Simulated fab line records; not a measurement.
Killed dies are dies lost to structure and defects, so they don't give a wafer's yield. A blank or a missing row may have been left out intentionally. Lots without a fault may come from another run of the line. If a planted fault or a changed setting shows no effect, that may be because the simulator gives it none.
fab line records | flow sfqLine
record: lots: 13 | wafers: 39 | lastDay: 86
route steps=325 shown I0@44
lots untouched by any fault: they come from a run of this same line in which no faults occurred
startH: the number of hours between the record's first day and the start of the first shown wafer of the lot | waitH: hours elapsed since this lot's preceding step | " same as the row above | L1.1+2: several wafers, shown together as one row | - either no value or no given start | * or withheld: withheld | < > ~ a bound
route shown NAME@n: names a module that has steps shown in the file, with the first one's number in the route | usual: mean and standard deviation over wafers with no fault | same: alike in all rows | chamber/n: place in a boat | sites: each site's reading | _std_site: the values' standard deviation | _edge_site: outer sites' mean less inner sites' | radiusMm: for every site, how far away it sits from the centre of the wafer | mask NAME#n: copy n | behind: the tool/chamber that last shaped the wafer | hold: cause of the lot's hold/its duration in hours/its outcome | device: transistor that didn't switch, given as n, p or np | end of line: the tests these same wafers got at the end of their route | a step given without rows: its recipe and nothing more | killed: at the first sort, the dies lost to defects and structure; wafer yield is something else | map: per-die view of a wafer (x killed, . not killed, _ where there is no die)
set.NAME: setting as actually run; set.NAME@STEP: the setting as run at that earlier step | model.NAME: the simulator's own value behind a step, which no gauge read
steps of the route over a sample of lots; a table a step, a row a wafer
services: a tool's chamber out of use, with start hour (startH, from the record's first day; less than 0 if before it), hours out, and reason
== steps ==
step: SFQ_TRILAYER_I0_CMP_CMP_028
recipe: material: SiO2 | downForcePsi: 3 | platenRpm: 60 | padVelocityMS: 0.94248
usual: edgeZonePressureFrac: 1.001/0.0053 | motorCurrentA: 9.7/0.91 | slurryFilterDpKPa: 13.49/0.14 | timeToEndpointS: 217/7.1
lot.wafer | tool   | chamber | startH | waitH | edgeZonePressureFrac | motorCurrentA | slurryFilterDpKPa | timeToEndpointS
L198.4    | cmp-01 | 3       | 147.56 | 10.4  | 0.999                | 8.2           | 13.57             | 225
L198.2    | "      | 1       | 148.56 | 11.4  | 1.013                | 9.5           | 13.58             | 224
L198.6    | "      | 3       | 149.56 | 12.4  | 1.001                | 8.8           | 13.17             | 218
L200.3    | cmp-01 | 2       | 159.56 | 11.5  | 0.998                | 8.9           | 13.36             | 219
L200.1    | "      | 3       | "      | "     | 1.010                | 8.7           | 13.48             | 223
L200.4    | "      | 0       | "      | "     | 0.991                | 9.9           | 13.59             | 229
L201.2    | cmp-02 | 0       | 169.22 | 10.4  | 1.002                | 9.7           | 13.53             | 210
L201.1    | "      | 3       | 170.72 | 11.9  | 0.997                | 11.9          | 13.40             | 224
L201.5    | "      | 1       | 171.72 | 12.9  | 1.004                | 10.2          | 13.47             | 222
L202.2    | cmp-02 | 1       | 172.22 | 6.6   | 1.005                | 9.8           | 13.61             | 212
L202.5    | "      | 1       | 174.22 | 8.6   | 1.009                | 10.1          | 13.37             | 213
L202.6    | "      | 2       | "      | "     | 1.004                | 9.5           | 13.44             | 214
L203.3    | cmp-01 | 3       | 176.29 | 4.7   | 0.989                | 8.4           | 13.72             | 220
L203.4    | "      | 1       | 177.29 | 5.7   | 1.003                | 9.7           | 13.67             | 228
L203.6    | "      | 3       | 178.29 | 6.7   | 1.000                | 8.3           | 13.81             | 225
L205.4    | cmp-01 | 3       | 182.29 | 3.7   | 1.000                | 8.6           | 13.44             | 223
L205.2    | "      | 2       | 183.79 | 5.2   | 1.001                | 9.1           | 13.66             | 219
L205.6    | "      | 3       | "      | "     | 0.996                | 8.8           | 13.56             | 229
L206.3    | cmp-01 | 2       | 185.29 | 1.9   | 1.004                | 8.6           | 13.54             | 220
L206.2    | "      | 0       | 186.29 | 2.9   | 1.002                | 9.9           | 13.55             | 210
L206.6    | "      | 3       | 187.79 | 4.4   | 0.993                | 8.6           | 13.46             | 219
L207.3    | cmp-02 | 1       | 191.91 | 4.9   | 0.987                | 10.1          | 13.38             | 206
L207.1    | "      | 2       | "      | "     | 1.002                | 9.4           | 13.65             | 202
L207.6    | "      | 0       | 193.41 | 6.4   | 1.001                | 9.5           | 13.56             | 204
L208.4    | cmp-01 | 2       | 197.29 | 5.5   | 0.996                | 9.2           | 13.44             | 223
L208.3    | "      | 1       | 198.79 | 7.0   | 0.998                | 9.4           | 13.64             | 216
L208.6    | "      | 2       | "      | "     | 0.997                | 8.9           | 13.56             | 218
L209.3    | cmp-01 | 3       | 200.29 | 4.9   | 1.008                | 8.8           | 13.55             | 220
L209.2    | "      | 1       | 201.29 | 5.9   | 0.997                | 9.5           | 13.58             | 211
L209.6    | "      | 3       | 202.29 | 6.9   | 0.994                | 8.5           | 13.62             | 236
L217.4    | cmp-02 | 2       | 245.00 | 0.2   | 0.999                | 9.5           | 13.47             | 180
L217.3    | "      | 3       | "      | "     | 1.003                | 11.6          | 13.57             | 175
L217.6    | "      | 3       | 247.50 | 2.7   | 0.998                | 11.7          | 13.58             | 218
L219.1    | cmp-01 | 2       | 259.01 | 0.0   | 1.002                | 8.3           | 13.48             | 218
L219.3    | "      | 0       | 260.01 | 1.0   | 1.000                | 9.8           | 13.59             | 212
L219.6    | "      | 2       | 261.01 | 2.0   | 0.997                | 8.6           | 13.56             | 218
L220.3    | cmp-01 | 3       | 265.01 | 1.2   | 0.993                | 8.8           | 13.56             | 202
L220.4    | "      | 0       | "      | "     | 1.006                | 9.7           | 13.58             | 199
L220.5    | "      | 3       | 267.01 | 3.2   | 0.992                | 8.3           | 13.63             | 209
step: SFQ_TRILAYER_I0_METRO_MEASURE_029
usual: thkNm: 200.3/1.1
lot.wafer | tool         | chamber | startH | waitH | thkNm
L198.2    | filmMetro-03 | -       | 150.38 | 0.3   | 200.3
L198.4    | "            | -       | "      | "     | 202.1
L198.6    | "            | -       | "      | "     | 202.5
L200.1    | filmMetro-04 | -       | 162.18 | 0.1   | 200.3
L200.3    | "            | -       | "      | "     | 202.7
L200.4    | "            | -       | "      | "     | 201.7
L201.1    | filmMetro-02 | -       | 172.34 | 0.1   | 200.1
L201.2    | "            | -       | "      | "     | 199.8
L201.5    | "            | -       | "      | "     | 200.4
L202.2    | filmMetro-04 | -       | 175.54 | 0.3   | 200.9
L202.5    | "            | -       | "      | "     | 200.3
L202.6    | "            | -       | "      | "     | 199.4
L203.3    | filmMetro-03 | -       | 179.81 | 0.5   | 200.9
L203.4    | "            | -       | "      | "     | 200.5
L203.6    | "            | -       | "      | "     | 200.4
L205.2    | filmMetro-02 | -       | 185.61 | 0.3   | 201.6
L205.4    | "            | -       | "      | "     | 201.3
L205.6    | "            | -       | "      | "     | 201.7
L206.2    | filmMetro-03 | -       | 188.61 | 0.3   | 199.6
L206.3    | "            | -       | "      | "     | 200.1
L206.6    | "            | -       | "      | "     | 199.3
L207.1    | filmMetro-03 | -       | 194.03 | 0.1   | 200.1
L207.3    | "            | -       | "      | "     | 201.5
L207.6    | "            | -       | "      | "     | 200.2
L208.3    | filmMetro-02 | -       | 200.81 | 0.5   | 201.1
L208.4    | "            | -       | "      | "     | 201.2
L208.6    | "            | -       | "      | "     | 200.9
L209.2    | filmMetro-02 | -       | 203.61 | 0.3   | 202.3
L209.3    | "            | -       | "      | "     | 201.1
L209.6    | "            | -       | "      | "     | 201.9
L217.3    | filmMetro-04 | -       | 248.52 | 0.5   | 250.1
L217.4    | "            | -       | "      | "     | 248.6
L217.6    | "            | -       | "      | "     | 200.8
L219.1    | filmMetro-02 | -       | 262.13 | 0.1   | 199.1
L219.3    | "            | -       | "      | "     | 199.0
L219.6    | "            | -       | "      | "     | 200.7
L220.3    | filmMetro-04 | -       | 268.53 | 0.5   | 199.6
L220.4    | "            | -       | "      | "     | 198.3
L220.5    | "            | -       | "      | "     | 199.6
step: SFQ_TRILAYER_I0_VIA_ETCH_VIA_ETCH_034
recipe: target: SiO2 | stopOn: Nb | maskMaterial: PR | taperDeg: 20 | chemistry: CHF3 | targetDepthNm: 260 | sourceW: 500 | biasW: 80 | pressureMtorr: 30 | timeS: withheld
usual: biasW: 79.96/0.25 | drypumpMotorCurrentA: 5.8/0.41 | oesProductAu: 0.855/0.0049
lot.wafer | tool       | chamber | startH | waitH | biasW | drypumpMotorCurrentA | oesProductAu
L198.2    | rieDiel-01 | 3       | 231.62 | 0.0   | 80.19 | 5.9                  | 0.858
L198.4    | "          | 2       | "      | "     | 79.76 | 6.0                  | 0.864
L198.6    | "          | 2       | "      | "     | 79.60 | 5.9                  | 0.867
L200.1    | rieDiel-02 | 0       | 250.82 | 0.0   | 79.78 | 5.8                  | 0.855
L200.3    | "          | 1       | "      | "     | 80.07 | 5.5                  | 0.859
L200.4    | "          | 3       | "      | "     | 79.85 | 5.6                  | 0.858
L201.1    | rieDiel-02 | 3       | 261.62 | 0.0   | 79.72 | 5.6                  | 0.856
L201.2    | "          | 1       | "      | "     | 79.80 | 5.5                  | 0.857
L201.5    | "          | 3       | "      | "     | 79.74 | 5.6                  | 0.853
L202.2    | rieDiel-04 | 3       | 265.22 | 0.0   | 80.33 | 6.2                  | 0.851
L202.5    | "          | 3       | "      | "     | 80.20 | 6.2                  | 0.856
L202.6    | "          | 2       | "      | "     | 80.08 | 6.2                  | 0.852
L203.3    | rieDiel-02 | 3       | 270.02 | 0.0   | 79.78 | 5.5                  | 0.854
L203.4    | "          | 0       | "      | "     | 79.97 | 5.8                  | 0.853
L203.6    | "          | 3       | "      | "     | 79.76 | 5.5                  | 0.858
L205.2    | rieDiel-04 | 1       | 278.42 | 0.0   | 79.54 | 5.7                  | 0.856
L205.4    | "          | 0       | "      | "     | 79.71 | 6.6                  | 0.857
L205.6    | "          | 1       | "      | "     | 79.70 | 5.6                  | 0.856
L206.2    | rieDiel-01 | 3       | 283.22 | 0.0   | 79.46 | 5.9                  | 0.859
L206.3    | "          | 0       | "      | "     | 80.16 | 5.5                  | 0.852
L206.6    | "          | 1       | "      | "     | 79.81 | 5.1                  | 0.854
L207.1    | rieDiel-04 | 0       | 286.82 | 0.0   | 79.84 | 6.5                  | 0.856
L207.3    | "          | 2       | "      | "     | 79.87 | 6.2                  | 0.868
L207.6    | "          | 3       | "      | "     | 80.05 | 6.3                  | 0.856
L208.3    | rieDiel-01 | 3       | 296.49 | 0.1   | 79.94 | 5.8                  | 0.855
L208.4    | "          | 1       | "      | "     | 79.41 | 5.1                  | 0.854
L208.6    | "          | 3       | "      | "     | 80.06 | 5.9                  | 0.854
L209.2    | rieDiel-04 | 2       | 300.02 | 0.0   | 80.18 | 6.2                  | 0.859
L209.3    | "          | 3       | "      | "     | 79.97 | 6.3                  | 0.860
L209.6    | "          | 2       | "      | "     | 79.86 | 6.2                  | 0.865
L217.3    | rieDiel-01 | 3       | 357.07 | 0.0   | 79.83 | 5.9                  | 0.972
L217.4    | "          | 0       | "      | "     | 80.20 | 5.5                  | 0.965
L217.6    | "          | 2       | "      | "     | 79.86 | 6.0                  | 0.856
L219.1    | rieDiel-02 | 1       | 373.89 | 0.0   | 80.35 | 5.5                  | 0.853
L219.3    | "          | 1       | "      | "     | 79.84 | 5.5                  | 0.859
L219.6    | "          | 1       | "      | "     | 79.91 | 5.4                  | 0.865
L220.3    | rieDiel-02 | 2       | 382.27 | 0.0   | 80.00 | 6.0                  | 0.852
L220.4    | "          | 3       | "      | "     | 80.54 | 5.5                  | 0.848
L220.5    | "          | 2       | "      | "     | 79.79 | 6.0                  | 0.859
== services ==
tool         | chamber | startH | hours | kind
cmp-01       | -       | 128.35 | 0.2   | repair
filmMetro-02 | -       | 129.42 | 0.5   | pm
rieDiel-02   | 1       | 133.13 | 2.5   | repair
filmMetro-03 | -       | 135.71 | 0.5   | pm
cmp-02       | -       | 149.87 | 0.7   | repair
filmMetro-03 | -       | 156.59 | 2.1   | repair
cmp-02       | -       | 184.84 | 0.5   | repair
cmp-01       | -       | 191.44 | 1.8   | repair
rieDiel-01   | 0       | 195.17 | 4.9   | repair
rieDiel-01   | 3       | 206.88 | 4.2   | repair
filmMetro-03 | -       | 209.30 | 1.6   | pm
filmMetro-02 | -       | 228.37 | 1.4   | pm
rieDiel-02   | 1       | 244.12 | 2.8   | repair
rieDiel-02   | 1       | 282.16 | 5.2   | repair
cmp-01       | -       | 291.83 | 1.0   | repair
cmp-01       | -       | 311.36 | 1.5   | repair
cmp-01       | -       | 355.14 | 5.4   | pm
filmMetro-02 | -       | 361.83 | 0.6   | pm
filmMetro-02 | -       | 368.73 | 0.5   | pm
cmp-01       | -       | 368.81 | 1.3   | repair
rieDiel-02   | 3       | 372.41 | 6.5   | repair
rieDiel-02   | -       | 372.49 | 0.6   | repair
rieDiel-02   | 0       | 373.34 | 5.0   | repair
filmMetro-02 | -       | 374.42 | 0.5   | pm
== key ==
firstSign: step: SFQ_TRILAYER_I0_CMP_CMP_028 | reading: timeToEndpointS | direction: down | sigmas: 5.6 | usual: * | struck: *
effect: step: SFQ_TRILAYER_I0_METRO_MEASURE_029 | reading: thkNm | direction: up | sigmas: 46 | usual: 200.3 | struck: 249.3
effect: step: SFQ_TRILAYER_I0_VIA_ETCH_VIA_ETCH_034 | reading: oesProductAu | direction: up | sigmas: 23 | usual: 0.855 | struck: 0.969
metAt SFQ_TRILAYER_I0_CMP_CMP_028
struckLots L217
struckWafers L217.3,L217.4
onsetBetween 191.91 245.00
fault: kind: processParameterDrift | tool: cmp-02 | chamber: - | onsetH: 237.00 | steps: SFQ_TRILAYER_I0_CMP_CMP_028 | channel: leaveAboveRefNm | offset: 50 | shape: step | endH: 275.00 | scope: struckWafersOnly | actsIn: theseRecipesOnly | stated: 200
